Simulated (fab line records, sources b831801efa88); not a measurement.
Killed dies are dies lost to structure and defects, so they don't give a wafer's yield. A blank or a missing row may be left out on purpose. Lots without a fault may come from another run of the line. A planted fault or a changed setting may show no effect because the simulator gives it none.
fab line records | flow gf180mcu
record lots=5 wafers=15 last_day=36
route steps=602 shown SALICIDE@278 CONTACT@287
lots that met no fault: from a run of the same line without faults
start_h: hours from the record's first day to the start of the lot's first wafer shown | wait_h: hours since the lot's step before | " the same as in the row above | L1.1+2: a row that stands for several wafers | - no value, or no start given | * or withheld: withheld | < > ~ a bound
route shown NAME@n: a module of which the file shows steps, and the number in the route of the first | usual: mean/standard deviation of fault-free wafers | same: alike in all rows | chamber/n: place in a boat | sites: the reading at each site | _std_site: their standard deviation | _edge_site: outer sites' mean less inner sites' | radius_mm: how far each site lies from the wafer's centre | mask NAME#n: copy n | behind: the tool/chamber that last shaped the wafer | hold: why the lot was held/for how many hours/how that ended | device: the transistor (n, p or np) that didn't switch | end of line: the same wafers' tests at the end of the route | a step without rows: its recipe alone | killed: dies lost to structure and defects at the first sort, not the wafer's yield | map: a wafer's dies, x killed, . not, _ none there
set.NAME: the setting as run; set.NAME@STEP: as run at that earlier step | model.NAME: the simulator's own value behind a step, which no gauge read
lots at some steps of the route; a table a step, a row a wafer
services: from which hour (start_h, from the record's first day; less than 0 if before it) a tool's chamber was out of use, for how many hours, and why
## steps
# step GF_SALICIDE_CLEAN_00
# recipe chemistry=SC1/SC2 mix=1:4:20 temp_c=70 time_s=150
# usual bath_heat_duty_pct=13.9/1.2
# columns lot.wafer tool chamber start_h wait_h bath_heat_duty_pct
L078.1 wet_bench-04 0 421.91 0.1 14.1
L078.4 " 0 " " 15.1
L078.5 " 0 " " 14.7
L080.3 wet_bench-04 0 435.78 0.0 15.7
L080.4 " 0 " " 15.0
L080.6 " 0 " " 14.9
L086.1 wet_bench-02 3 488.06 0.1 13.5
L086.4 " 3 " " 13.6
L086.5 " 3 " " 14.3
L091.3 wet_bench-02 3 526.18 0.0 14.5
L091.4 " 3 " " 13.6
L091.5 " 3 " " 13.9
L092.1 wet_bench-03 3 533.91 0.1 12.1
L092.2 " 3 " " 13.6
L092.3 " 3 " " 13.8
# step GF_SALICIDE_WET_ETCH_01
# recipe chemistry=dHF target_depth_nm=5 dry=ipa_marangoni target=SiO2 temp_c=25 dilution=100:1 time_s=100
# usual bath_heat_duty_pct=6.3/0.61
# columns lot.wafer tool chamber start_h wait_h bath_heat_duty_pct
L078.1 wet_bench-03 1 421.96 0.0 6.1
L078.4 " 1 " " 5.9
L078.5 " 1 " " 6.1
L080.3 wet_bench-02 3 435.83 0.0 7.0
L080.4 " 3 " " 5.8
L080.6 " 3 " " 6.7
L086.1 wet_bench-04 0 488.11 0.0 7.0
L086.4 " 0 " " 7.4
L086.5 " 0 " " 6.9
L091.3 wet_bench-03 3 526.23 0.0 5.8
L091.4 " 3 " " 6.3
L091.5 " 3 " " 5.5
L092.1 wet_bench-02 0 533.96 0.0 7.1
L092.2 " 0 " " 7.0
L092.3 " 0 " " 6.7
# step GF_SALICIDE_SPUTTER_02
# recipe material=Co target_thk_nm=10 power_w=1000 time_s=20 chamber_pressure_pa=0.4
# usual throttle_valve_pct=29.7/1.1
# columns lot.wafer tool chamber start_h wait_h throttle_valve_pct
L078.1 pvd_sputter-03 - 422.00 0.0 29.6
L078.4 " - " " 27.8
L078.5 " - " " 27.6
L080.3 pvd_sputter-03 - 435.86 0.0 29.5
L080.4 " - " " 29.8
L080.6 " - " " 29.6
L086.1 pvd_sputter-04 - 488.15 0.0 29.4
L086.4 " - " " 31.1
L086.5 " - " " 28.8
L091.3 pvd_sputter-03 - 526.26 0.0 27.9
L091.4 " - " " 29.5
L091.5 " - " " 29.4
L092.1 pvd_sputter-03 - 533.99 0.0 29.7
L092.2 " - " " 27.4
L092.3 " - " " 29.9
# step GF_SALICIDE_SPUTTER_03
# recipe material=TiN target_thk_nm=20 power_w=6715 time_s=16.7 chamber_pressure_pa=0.4
# usual throttle_valve_pct=29.7/1.1
# columns lot.wafer tool chamber start_h wait_h throttle_valve_pct
L078.1 pvd_sputter-03 - 422.02 0.0 29.9
L078.4 " - " " 27.6
L078.5 " - " " 27.7
L080.3 pvd_sputter-03 - 435.89 0.0 29.6
L080.4 " - " " 30.0
L080.6 " - " " 29.7
L086.1 pvd_sputter-04 - 488.18 0.0 29.4
L086.4 " - " " 31.0
L086.5 " - " " 28.5
L091.3 pvd_sputter-03 - 526.29 0.0 27.7
L091.4 " - " " 29.6
L091.5 " - " " 29.7
L092.1 pvd_sputter-03 - 534.02 0.0 29.8
L092.2 " - " " 27.8
L092.3 " - " " 29.7
# step GF_SALICIDE_RS_MEAS_04
# recipe thk_meas_gauge=four-point-probe reads=TiN_of_SALICIDE_SPUTTER_03+Co_of_SALICIDE_SPUTTER_02
# usual SALICIDE_TIN_RS=16.0/0.4
# columns lot.wafer tool chamber start_h wait_h SALICIDE_TIN_RS[ohm/sq]
L078.1 film_metro-01 - 422.05 0.0 15.4
L078.4 " - " " 15.4
L078.5 " - " " 15.6
L080.3 film_metro-01 - 435.96 0.1 16.4
L080.4 " - " " 15.7
L080.6 " - " " 15.8
L086.1 film_metro-04 - 488.20 0.0 15.9
L086.4 " - " " 16.4
L086.5 " - " " 15.9
L091.3 film_metro-01 - 526.36 0.1 15.7
L091.4 " - " " 15.8
L091.5 " - " " 15.7
L092.1 film_metro-04 - 534.05 0.0 15.7
L092.2 " - " " 15.9
L092.3 " - " " 15.7
# step GF_SALICIDE_THK_MEAS_05
# recipe thk_meas_gauge=xrf reads=TiN_of_SALICIDE_SPUTTER_03
# usual SALICIDE_TIN_THK=20.86/0.3
# columns lot.wafer tool chamber start_h wait_h SALICIDE_TIN_THK[nm]
L078.1 film_metro-01 - 422.17 0.1 21.54
L078.4 " - " " 21.05
L078.5 " - " " 21.23
L080.3 film_metro-01 - 436.06 0.1 20.84
L080.4 " - " " 20.98
L080.6 " - " " 21.04
L086.1 film_metro-04 - 488.32 0.1 21.08
L086.4 " - " " 21.00
L086.5 " - " " 20.47
L091.3 film_metro-01 - 526.46 0.1 20.72
L091.4 " - " " 20.97
L091.5 " - " " 20.94
L092.1 film_metro-04 - 534.17 0.1 21.00
L092.2 " - " " 20.73
L092.3 " - " " 20.94
# step GF_SALICIDE_RTA_06
# recipe temp_c=530 time_s=30 ambient=N2
# usual lamp_power_pct=6.1/0.48 wafer_temp_C_max=532.5/0.71
# columns lot.wafer tool chamber start_h wait_h lamp_power_pct wafer_temp_C_max
L078.1 rtp_anneal-01 0 422.23 0.1 5.7 531.8
L078.4 " 0 " " 5.7 532.6
L078.5 " 0 " " 5.7 532.8
L080.3 rtp_anneal-02 0 436.13 0.1 6.7 532.5
L080.4 " 0 " " 6.7 533.1
L080.6 " 0 " " 6.7 532.4
L086.1 rtp_anneal-02 0 488.38 0.1 6.7 532.1
L086.4 " 0 " " 6.7 532.4
L086.5 " 0 " " 6.7 532.6
L091.3 rtp_anneal-01 0 526.53 0.1 5.7 531.7
L091.4 " 0 " " 5.7 531.8
L091.5 " 0 " " 5.7 531.2
L092.1 rtp_anneal-01 0 534.23 0.1 5.7 532.5
L092.2 " 0 " " 5.7 532.7
L092.3 " 0 " " 5.7 532.9
# step GF_SALICIDE_WET_ETCH_07
# recipe chemistry=SPM target_depth_nm=120 dry=n2_spin
# columns lot.wafer tool chamber start_h wait_h
L078.1+4+5 wet_bench-04 0 422.33 0.1
L080.3+4+6 wet_bench-03 3 436.20 0.1
L086.1+4+5 wet_bench-04 1 488.48 0.1
L091.3+4+5 wet_bench-03 3 526.60 0.1
L092.1+2+3 wet_bench-04 1 534.33 0.1
# step GF_SALICIDE_RTA_08
# recipe temp_c=800 time_s=30 ambient=N2
# usual lamp_power_pct=17.4/1.4 wafer_temp_C_max=804.0/0.99
# columns lot.wafer tool chamber start_h wait_h lamp_power_pct wafer_temp_C_max
L078.1 rtp_anneal-02 0 422.42 0.0 18.6 803.1
L078.4 " 0 " " 18.6 804.4
L078.5 " 0 " " 18.6 804.7
L080.3 rtp_anneal-01 0 436.32 0.0 15.8 804.4
L080.4 " 0 " " 15.8 804.6
L080.6 " 0 " " 15.8 803.0
L086.1 rtp_anneal-01 0 488.57 0.0 15.8 803.2
L086.4 " 0 " " 15.8 803.6
L086.5 " 0 " " 15.8 802.1
L091.3 rtp_anneal-01 0 526.72 0.0 15.8 802.6
L091.4 " 0 " " 15.8 803.3
L091.5 " 0 " " 15.8 802.5
L092.1 rtp_anneal-02 0 534.42 0.0 18.5 805.5
L092.2 " 0 " " 18.6 805.4
L092.3 " 0 " " 18.6 806.8
# step GF_CONTACT_CVD_00
# recipe material=SiO2 target_thk_nm=300 sigma_open_frac=0.3 temp_c=400 time_s=50 sih4_flow_sccm=60 pressure_mtorr=6
# columns lot.wafer tool chamber start_h wait_h
L078.1+4+5 hdpcvd-01 1,0,2 422.52 0.1
L080.3+4+6 hdpcvd-02 1,2,0 436.39 0.1
L086.1+4+5 hdpcvd-01 2,0,1 488.67 0.1
L091.3+4+5 hdpcvd-02 2,2,0 526.79 0.1
L092.1+2+3 hdpcvd-02 2,1,0 534.52 0.1
# step GF_CONTACT_THK_MEAS_01
# recipe reads=SiO2_of_CONTACT_CVD_00
# usual CONTACT_CVD_00_THK=301/4.6
# columns lot.wafer tool chamber start_h wait_h CONTACT_CVD_00_THK[nm]
L078.1 film_metro-03 - 422.57 0.0 298
L078.4 " - " " 305
L078.5 " - " " 306
L080.3 film_metro-02 - 436.45 0.0 305
L080.4 " - " " 306
L080.6 " - " " 302
L086.1 film_metro-02 - 488.72 0.0 300
L086.4 " - " " 301
L086.5 " - " " 290
L091.3 film_metro-02 - 526.85 0.0 305
L091.4 " - " " 309
L091.5 " - " " 302
L092.1 film_metro-04 - 534.58 0.0 306
L092.2 " - " " 301
L092.3 " - " " 294
# step GF_CONTACT_CVD_02
# recipe material=SiO2 target_thk_nm=860 precursor=TEOS temp_c=400 time_s=95.992 rf_w=600
# usual heater_power_w=708/73
# columns lot.wafer tool chamber start_h wait_h heater_power_w
L078.1 pecvd-01 1 422.63 0.1 768
L078.4 " 0 " " 610
L078.5 " 1 " " 631
L080.3 pecvd-01 1 436.49 0.0 721
L080.4 " 0 " " 750
L080.6 " 1 " " 792
L086.1 pecvd-01 2 488.78 0.1 709
L086.4 " 0 " " 800
L086.5 " 2 " " 561
L091.3 pecvd-04 2 526.89 0.0 689
L091.4 " 0 " " 612
L091.5 " 2 " " 728
L092.1 pecvd-01 2 534.64 0.1 571
L092.2 " 0 " " 746
L092.3 " 1 " " 734
# step GF_CONTACT_THK_MEAS_03
# recipe reads=SiO2_of_CONTACT_CVD_02
# usual CONTACT_CVD_02_THK=862/13
# columns lot.wafer tool chamber start_h wait_h CONTACT_CVD_02_THK[nm]
L078.1 film_metro-02 - 422.70 0.0 860
L078.4 " - " " 872
L078.5 " - " " 881
L080.3 film_metro-04 - 436.58 0.1 875
L080.4 " - " " 868
L080.6 " - " " 876
L086.1 film_metro-04 - 488.85 0.0 856
L086.4 " - " " 851
L086.5 " - " " 879
L091.3 film_metro-04 - 526.98 0.1 868
L091.4 " - " " 880
L091.5 " - " " 877
L092.1 film_metro-02 - 534.71 0.0 852
L092.2 " - " " 839
L092.3 " - " " 859
# step GF_CONTACT_CMP_04
# recipe material=SiO2 down_force_psi=4 platen_rpm=60 pad_velocity_m_s=0.94248
# usual motor_current_A=11.6/0.79 time_to_endpoint_s=112/8.4
# columns lot.wafer tool chamber start_h wait_h motor_current_A time_to_endpoint_s
L078.1 cmp-02 0 423.02 0.3 11.8 107
L078.4 " 1 " " 10.9 117
L078.5 " 1 " " 10.8 121
L080.4 cmp-01 2 436.62 0.0 11.6 116
L080.3 " 3 " " 12.6 125
L080.6 " 3 " " 12.4 126
L086.1 cmp-01 1 489.01 0.1 11.0 110
L086.4 " 2 " " 11.7 113
L086.5 " 3 " " 13.5 129
L091.3 cmp-01 3 527.02 0.0 12.9 125
L091.4 " 0 " " 12.4 122
L091.5 " 3 " " 13.1 131
L092.1 cmp-01 0 534.77 0.1 12.2 114
L092.2 " 1 " " 11.0 103
L092.3 " 2 " " 12.5 118
# step GF_CONTACT_BOW_MEAS_05
# recipe mode=bow
# usual CONTACT_BOW=65/7
# columns lot.wafer tool chamber start_h wait_h CONTACT_BOW[um]
L078.1 film_metro-03 - 423.32 0.2 70
L078.4 " - " " 74
L078.5 " - " " 60
L080.3 film_metro-03 - 436.96 0.2 65
L080.4 " - " " 63
L080.6 " - " " 62
L086.1 film_metro-02 - 489.21 0.1 63
L086.4 " - " " 62
L086.5 " - " " 68
L091.3 film_metro-04 - 527.36 0.3 56
L091.4 " - " " 67
L091.5 " - " " 63
L092.1 film_metro-03 - 535.07 0.2 56
L092.2 " - " " 62
L092.3 " - " " 62
# step GF_CONTACT_DEHYDRATE_06
# recipe temp_c=200 time_s=60
# usual resist_line_temp_C=23.00/0.11
# columns lot.wafer tool chamber start_h wait_h resist_line_temp_C
L078.1 litho_track-04 0 435.37 12.0 22.97
L078.4 " 0 " " 22.74
L078.5 " 0 " " 22.80
L080.3 litho_track-04 0 449.37 12.4 22.93
L080.4 " 0 " " 22.89
L080.6 " 0 " " 22.73
L086.1 litho_track-02 0 500.90 11.7 23.03
L086.4 " 0 " " 22.95
L086.5 " 0 " " 22.96
L091.3 litho_track-01 0 538.50 11.1 22.90
L091.4 " 0 " " 23.13
L091.5 " 0 " " 22.94
L092.1 litho_track-01 0 546.60 11.5 23.08
L092.2 " 0 " " 23.18
L092.3 " 0 " " 23.05
# step GF_CONTACT_HMDS_07
# recipe prime_time_s=60 prime_temp_c=120
# usual resist_line_temp_C=23.00/0.099
# columns lot.wafer tool chamber start_h wait_h resist_line_temp_C
L078.1 litho_track-04 0 435.52 0.1 22.97
L078.4 " 0 " " 23.16
L078.5 " 0 " " 23.11
L080.3 litho_track-04 0 449.52 0.1 22.92
L080.4 " 0 " " 22.94
L080.6 " 0 " " 22.73
L086.1 litho_track-02 0 501.05 0.1 22.95
L086.4 " 0 " " 22.88
L086.5 " 0 " " 22.87
L091.3 litho_track-01 0 538.65 0.1 23.18
L091.4 " 0 " " 22.99
L091.5 " 0 " " 23.24
L092.1 litho_track-01 0 546.75 0.1 23.06
L092.2 " 0 " " 22.81
L092.3 " 0 " " 23.03
# step GF_CONTACT_COAT_08
# recipe resist=BARC temp_c=withheld time_s=withheld spin_rpm=withheld resist_thk_nm=withheld
# usual resist_line_temp_C=*
# columns lot.wafer tool chamber start_h wait_h resist_line_temp_C
L078.1 litho_track-04 0 435.67 0.1 *
L078.4 " 0 " " *
L078.5 " 0 " " *
L080.3 litho_track-04 0 449.67 0.1 *
L080.4 " 0 " " *
L080.6 " 0 " " *
L086.1 litho_track-02 0 501.20 0.1 *
L086.4 " 0 " " *
L086.5 " 0 " " *
L091.3 litho_track-01 0 538.80 0.1 *
L091.4 " 0 " " *
L091.5 " 0 " " *
L092.1 litho_track-01 0 546.90 0.1 *
L092.2 " 0 " " *
L092.3 " 0 " " *
# step GF_CONTACT_COAT_09
# recipe resist=KrF spin_rpm=withheld resist_thk_nm=1000
# usual resist_line_temp_C=23.00/0.092
# columns lot.wafer tool chamber start_h wait_h resist_line_temp_C
L078.1 litho_track-04 0 - - 22.84
L078.4 " 0 " " 23.07
L078.5 " 0 " " 23.10
L080.3 litho_track-04 0 - - 23.11
L080.4 " 0 " " 23.06
L080.6 " 0 " " 23.19
L086.1 litho_track-02 0 - - 23.03
L086.4 " 0 " " 22.89
L086.5 " 0 " " 22.94
L091.3 litho_track-01 0 - - 22.95
L091.4 " 0 " " 23.05
L091.5 " 0 " " 23.05
L092.1 litho_track-01 0 - - 22.99
L092.2 " 0 " " 22.96
L092.3 " 0 " " 22.99
# step GF_CONTACT_SOFTBAKE_10
# recipe temp_c=130 time_s=60 resist=KrF
# usual resist_line_temp_C=22.97/0.1
# columns lot.wafer tool chamber start_h wait_h resist_line_temp_C
L078.1 litho_track-04 0 - - 23.00
L078.4 " 0 " " 22.94
L078.5 " 0 " " 23.04
L080.3 litho_track-04 0 - - 23.06
L080.4 " 0 " " 23.08
L080.6 " 0 " " 23.00
L086.1 litho_track-02 0 - - 22.85
L086.4 " 0 " " 22.88
L086.5 " 0 " " 22.95
L091.3 litho_track-01 0 - - 23.01
L091.4 " 0 " " 22.94
L091.5 " 0 " " 22.87
L092.1 litho_track-01 0 - - 22.92
L092.2 " 0 " " 23.01
L092.3 " 0 " " 22.92
# step GF_CONTACT_EXPOSE_11
# recipe mask_id=Contact target_cd_nm=220 na=0.68 source_shape=conventional sigma_outer=0.6 dose_mj=38
# usual reticle_temp_C=22.98/0.096
# same sigma_outer=0.6
# columns lot.wafer tool chamber start_h wait_h mask reticle_temp_C
L078.1 krf_scanner-01 0 - - Contact#0 22.87
L078.4 " 0 " " Contact#0 22.86
L078.5 " 0 " " Contact#0 22.87
L080.3 krf_scanner-01 0 - - Contact#0 22.75
L080.4 " 0 " " Contact#0 22.88
L080.6 " 0 " " Contact#0 23.01
L086.1 krf_scanner-02 0 - - Contact#0 23.16
L086.4 " 0 " " Contact#0 23.06
L086.5 " 0 " " Contact#0 22.95
L091.3 krf_scanner-01 0 - - Contact#0 23.05
L091.4 " 0 " " Contact#0 22.86
L091.5 " 0 " " Contact#0 22.80
L092.1 krf_scanner-02 0 - - Contact#0 22.89
L092.2 " 0 " " Contact#0 22.90
L092.3 " 0 " " Contact#0 22.92
# step GF_CONTACT_PEB_12
# recipe peb_temp_c=135 peb_time_s=86.42 resist=KrF
# usual resist_line_temp_C=23.00/0.12
# columns lot.wafer tool chamber start_h wait_h resist_line_temp_C
L078.1 litho_track-02 0 - - 22.91
L078.4 " 0 " " 23.07
L078.5 " 0 " " 22.81
L080.3 litho_track-01 0 - - 23.09
L080.4 " 0 " " 23.11
L080.6 " 0 " " 23.05
L086.1 litho_track-04 0 - - 22.88
L086.4 " 0 " " 23.06
L086.5 " 0 " " 22.87
L091.3 litho_track-04 0 - - 22.81
L091.4 " 0 " " 22.96
L091.5 " 0 " " 22.96
L092.1 litho_track-02 0 - - 23.23
L092.2 " 0 " " 23.32
L092.3 " 0 " " 23.10
# step GF_CONTACT_DEVELOP_13
# recipe develop_time_s=60 resist=KrF dev_temp_c=21
# usual resist_line_temp_C=23.00/0.11
# columns lot.wafer tool chamber start_h wait_h resist_line_temp_C
L078.1 litho_track-02 0 448.85 0.2 22.92
L078.4 " 0 " " 22.94
L078.5 " 0 " " 22.99
L080.3 litho_track-01 0 463.00 0.1 23.12
L080.4 " 0 " " 23.12
L080.6 " 0 " " 23.02
L086.1 litho_track-04 0 513.87 0.2 22.79
L086.4 " 0 " " 22.73
L086.5 " 0 " " 22.87
L091.3 litho_track-04 0 551.22 0.1 22.94
L091.4 " 0 " " 22.98
L091.5 " 0 " " 22.97
L092.1 litho_track-02 0 559.20 0.2 23.03
L092.2 " 0 " " 22.93
L092.3 " 0 " " 22.99
# step GF_CONTACT_CD_MEAS_14
# recipe target_cd_nm=220
# usual cd_nm=220.1/1.5
# columns lot.wafer tool chamber start_h wait_h cd_nm
L078.1 cd_sem-01 - 449.00 0.1 220.5
L078.4 " - " " 219.7
L078.5 " - " " 218.1
L080.3 cd_sem-01 - 463.14 0.1 221.2
L080.4 " - " " 220.7
L080.6 " - " " 221.0
L086.1 cd_sem-01 - 514.02 0.1 219.3
L086.4 " - " " 218.6
L086.5 " - " " 218.6
L091.3 cd_sem-02 - 551.36 0.1 221.6
L091.4 " - " " 219.1
L091.5 " - " " 219.5
L092.1 cd_sem-02 - 559.35 0.1 222.7
L092.2 " - " " 222.2
L092.3 " - " " 223.0
# step GF_CONTACT_OVL_MEAS_15
# usual CONTACT_OVL=-1/5.6
# columns lot.wafer tool chamber start_h wait_h CONTACT_OVL[nm]
L078.1 overlay-01 - 449.12 0.1 4
L078.4 " - " " 4
L078.5 " - " " 13
L080.3 overlay-01 - 463.23 0.1 0
L080.4 " - " " -1
L080.6 " - " " -3
L086.1 overlay-01 - 514.14 0.1 5
L086.4 " - " " 6
L086.5 " - " " 1
L091.3 overlay-02 - 551.45 0.1 -8
L091.4 " - " " -1
L091.5 " - " " -4
L092.1 overlay-02 - 559.47 0.1 -2
L092.2 " - " " 0
L092.3 " - " " -4
# step GF_CONTACT_ETCH_16
# recipe chemistry=N2/H2 target_depth_a=withheld overetch_a=withheld time_s=withheld target=BARC ion_energy_ev=200 source_w=500 bias_w=100 pressure_mtorr=30 n2_flow_sccm=100 h2_flow_sccm=200
# usual drypump_motor_current_A=5.8/0.39 n2_flow_sccm=100.0/0.3 oes_product_au=0.855/0.0043 throttle_valve_pct=13.226/0.0086
# columns lot.wafer tool chamber start_h wait_h drypump_motor_current_A n2_flow_sccm oes_product_au throttle_valve_pct
L078.1 rie_diel-01 0 449.16 0.0 5.9 100.0 0.860 13.224
L078.4 " 3 " " 5.6 99.3 0.860 13.223
L078.5 " 1 " " 6.3 100.1 0.857 13.233
L080.3 rie_diel-03 0 463.26 0.0 5.5 99.6 0.848 13.230
L080.4 " 2 " " 5.1 100.2 0.854 13.216
L080.6 " 3 " " 5.8 99.7 0.856 13.225
L086.1 rie_diel-01 2 514.17 0.0 6.0 100.4 0.865 13.237
L086.4 " 0 " " 5.9 100.1 0.856 13.202
L086.5 " 2 " " 6.0 100.5 0.860 13.234
L091.3 rie_diel-03 1 551.47 0.0 6.0 99.8 0.853 13.207
L091.4 " 2 " " 5.1 99.8 0.855 13.225
L091.5 " 3 " " 5.8 100.0 0.853 13.233
L092.1 rie_diel-04 2 559.51 0.0 5.6 99.7 0.849 13.227
L092.2 " 3 " " 5.9 100.2 0.854 13.227
L092.3 " 0 " " 5.3 99.8 0.863 13.225
# step GF_CONTACT_ETCH_17
# recipe chemistry=C4F8/O2/Ar mask_material=KrF target=SiO2 stop_on=CoSi2 source_w=1500 bias_w=1200 pressure_mtorr=40 c4f8_flow_sccm=withheld O2_flow_sccm=6 Ar_flow_sccm=300 time_s=withheld target_depth_a=8600
# usual oes_product_au=0.815/0.0052
# columns lot.wafer tool chamber start_h wait_h oes_product_au
L078.1 rie_diel-01 0 - - 0.810
L078.4 " 3 " " 0.807
L078.5 " 1 " " 0.820
L080.3 rie_diel-03 0 - - 0.827
L080.4 " 2 " " 0.819
L080.6 " 3 " " 0.814
L086.1 rie_diel-01 2 - - 0.811
L086.4 " 0 " " 0.816
L086.5 " 2 " " 0.818
L091.3 rie_diel-03 1 - - 0.815
L091.4 " 2 " " 0.822
L091.5 " 3 " " 0.821
L092.1 rie_diel-04 2 - - 0.814
L092.2 " 3 " " 0.813
L092.3 " 0 " " 0.817
# step GF_CONTACT_STRIP_18
# recipe chemistry=O2/N2 power_w=1400 pressure_mtorr=1500 platen_temp_c=250 o2_flow_sccm=3000 n2_flow_sccm=300 overash_fraction=0.5
# usual drypump_motor_current_A=5.5/0.33 heater_power_w=346/41 n2_flow_sccm=300.0/1 oes_product_au=0.581/0.0054
# columns lot.wafer tool chamber start_h wait_h drypump_motor_current_A heater_power_w n2_flow_sccm oes_product_au rf_hours_counter_h
L078.1 plasma_asher-04 1 449.32 - 6.0 442 300.3 0.584 37
L078.4 " 0 " " 5.0 333 300.5 0.581 -
L078.5 " 1 " " 6.0 434 300.8 0.588 -
L080.3 plasma_asher-02 1 463.45 - 5.8 358 300.1 0.586 -
L080.4 " 0 " " 5.1 297 301.6 0.570 -
L080.6 " 0 " " 5.1 299 298.4 0.589 -
L086.1 plasma_asher-04 0 514.34 - 5.1 341 299.8 0.576 46
L086.4 " 0 " " 5.0 332 301.1 0.586 -
L086.5 " 0 " " 5.0 340 300.3 0.580 -
L091.3 plasma_asher-04 1 551.67 - 5.9 429 299.9 0.579 -
L091.4 " 0 " " 5.0 339 299.5 0.578 -
L091.5 " 0 " " 5.0 335 298.9 0.581 -
L092.1 plasma_asher-02 1 559.67 - 5.8 356 300.2 0.582 90
L092.2 " 0 " " 5.1 297 301.0 0.582 90
L092.3 " 1 " " 5.8 363 299.8 0.584 -
# step GF_CONTACT_CLEAN_19
# recipe chemistry=SPM
# columns lot.wafer tool chamber start_h wait_h
L078.1+4+5 wet_bench-02 0 449.42 0.1
L080.3+4+6 wet_bench-01 3 463.52 0.0
L086.1+4+5 wet_bench-03 0 514.44 0.1
L091.3+4+5 wet_bench-01 3 551.74 0.0
L092.1+2+3 wet_bench-03 3 559.77 0.1
# step GF_CONTACT_CLEAN_20
# recipe chemistry=DIW
# columns lot.wafer tool chamber start_h wait_h
L078.1+4+5 wet_bench-01 2 449.51 0.0
L080.3+4+6 wet_bench-02 3 463.62 0.0
L086.1+4+5 wet_bench-02 0 514.53 0.0
L091.3+4+5 wet_bench-02 1 551.83 0.0
L092.1+2+3 wet_bench-03 1 559.87 0.0
# step GF_CONTACT_CLEAN_21
# recipe chemistry=dHF time_s=20 dilution=100:1 dry=ipa_marangoni
# columns lot.wafer tool chamber start_h wait_h
L078.1+4+5 wet_bench-02 1 449.61 0.0
L080.3+4+6 wet_bench-01 1 463.71 0.0
L086.1+4+5 wet_bench-01 1 514.62 0.0
L091.3+4+5 wet_bench-01 0 551.92 0.0
L092.1+2+3 wet_bench-02 3 559.97 0.0
# step GF_CONTACT_SPUTTER_22
# recipe material=Ti target_thk_nm=15 chamber_pressure_pa=5 power_w=2500 substrate_temp_c=200 time_s=80.02
# usual throttle_valve_pct=29.5/1.2
# columns lot.wafer tool chamber start_h wait_h throttle_valve_pct
L078.1 pvd_sputter-02 - 449.63 0.0 27.2
L078.4 " - " " 30.5
L078.5 " - " " 27.5
L080.3 pvd_sputter-02 - 463.73 0.0 30.2
L080.4 " - " " 30.4
L080.6 " - " " 27.7
L086.1 pvd_sputter-03 - 514.63 0.0 27.8
L086.4 " - " " 29.7
L086.5 " - " " 29.7
L091.3 pvd_sputter-04 - 551.93 0.0 31.0
L091.4 " - " " 31.1
L091.5 " - " " 29.3
L092.1 pvd_sputter-02 - 559.98 0.0 27.4
L092.2 " - " " 30.4
L092.3 " - " " 30.4
# step GF_CONTACT_SPUTTER_23
# recipe material=TiN target_thk_nm=10 chamber_pressure_pa=5 power_w=4000 time_s=40
# usual throttle_valve_pct=29.6/1.2
# columns lot.wafer tool chamber start_h wait_h throttle_valve_pct
L078.1 pvd_sputter-02 - 449.69 0.0 27.5
L078.4 " - " " 30.5
L078.5 " - " " 27.7
L080.3 pvd_sputter-02 - 463.79 0.0 30.1
L080.4 " - " " 30.1
L080.6 " - " " 27.4
L086.1 pvd_sputter-03 - 514.70 0.0 27.5
L086.4 " - " " 29.8
L086.5 " - " " 29.2
L091.3 pvd_sputter-04 - 551.99 0.0 31.0
L091.4 " - " " 30.9
L091.5 " - " " 29.5
L092.1 pvd_sputter-02 - 560.05 0.0 27.5
L092.2 " - " " 30.3
L092.3 " - " " 29.9
# step GF_CONTACT_CVD_24
# recipe material=W target_thk_nm=300 time_s=90.339 temp_c=400 pressure_torr=40
# usual heater_power_w=897/92
# columns lot.wafer tool chamber start_h wait_h heater_power_w
L078.1 cvd_w-01 1 449.73 0.0 901
L078.4 " 0 " " 1083
L078.5 " 0 " " 1098
L080.3 cvd_w-02 0 463.86 0.1 829
L080.4 " 1 " " 842
L080.6 " 0 " " 850
L086.1 cvd_w-02 0 514.73 0.0 845
L086.4 " 1 " " 840
L086.5 " 1 " " 818
L091.3 cvd_w-01 0 552.07 0.1 1073
L091.4 " 1 " " 896
L091.5 " 0 " " 1070
L092.1 cvd_w-02 1 560.08 0.0 824
L092.2 " 0 " " 842
L092.3 " 0 " " 857
# step GF_CONTACT_RS_MEAS_25
# recipe thk_meas_gauge=four-point-probe reads=W_of_CONTACT_CVD_24+TiN_of_CONTACT_SPUTTER_23+Ti_of_CONTACT_SPUTTER_22
# usual CONTACT_W_RS=0.379/0.0062
# columns lot.wafer tool chamber start_h wait_h CONTACT_W_RS[ohm/sq]
L078.1 film_metro-04 - 449.83 0.1 0.382
L078.4 " - " " 0.381
L078.5 " - " " 0.378
L080.3 film_metro-03 - 463.97 0.1 0.383
L080.4 " - " " 0.367
L080.6 " - " " 0.381
L086.1 film_metro-02 - 514.83 0.1 0.381
L086.4 " - " " 0.367
L086.5 " - " " 0.364
L091.3 film_metro-02 - 552.17 0.1 0.382
L091.4 " - " " 0.383
L091.5 " - " " 0.377
L092.1 film_metro-03 - 560.18 0.1 0.376
L092.2 " - " " 0.389
L092.3 " - " " 0.387
# step GF_CONTACT_THK_MEAS_26
# recipe thk_meas_gauge=xrf reads=W_of_CONTACT_CVD_24
# usual CONTACT_W_THK=306/5.6
# columns lot.wafer tool chamber start_h wait_h CONTACT_W_THK[nm]
L078.1 film_metro-04 - 449.95 0.1 302
L078.4 " - " " 303
L078.5 " - " " 304
L080.3 film_metro-03 - 464.07 0.1 303
L080.4 " - " " 316
L080.6 " - " " 305
L086.1 film_metro-02 - 514.95 0.1 305
L086.4 " - " " 318
L086.5 " - " " 319
L091.3 film_metro-02 - 552.27 0.1 303
L091.4 " - " " 305
L091.5 " - " " 310
L092.1 film_metro-03 - 560.30 0.1 305
L092.2 " - " " 296
L092.3 " - " " 297
## services
# columns tool chamber start_h hours kind
hdpcvd-02 - 413.08 4.3 pm
cmp-01 - 419.88 5.5 pm
krf_scanner-01 - 427.90 0.6 repair
pvd_sputter-02 - 428.06 11.3 repair
pvd_sputter-02 - 438.24 3.4 repair
pvd_sputter-02 - 440.10 2.0 repair
rie_diel-03 - 443.55 14.6 pm
krf_scanner-01 - 445.52 0.8 pm
pvd_sputter-03 - 453.63 18.5 repair
cmp-01 - 469.21 1.3 repair
krf_scanner-01 - 472.89 1.0 pm
pvd_sputter-02 - 476.50 1.9 repair
krf_scanner-01 - 477.61 1.3 pm
wet_bench-01 - 480.61 14.5 repair
krf_scanner-01 - 495.30 36.0 pm
cmp-01 - 495.85 0.4 repair
rie_diel-01 1 500.01 19.7 repair
cmp-01 - 505.47 6.8 pm
plasma_asher-04 - 506.36 0.4 repair
hdpcvd-02 - 506.76 1.1 repair
rie_diel-01 - 510.56 2.8 pm
cmp-01 - 517.13 1.2 repair
krf_scanner-01 - 531.30 4.4 pm
pvd_sputter-03 - 541.39 17.5 repair
## key
fault none
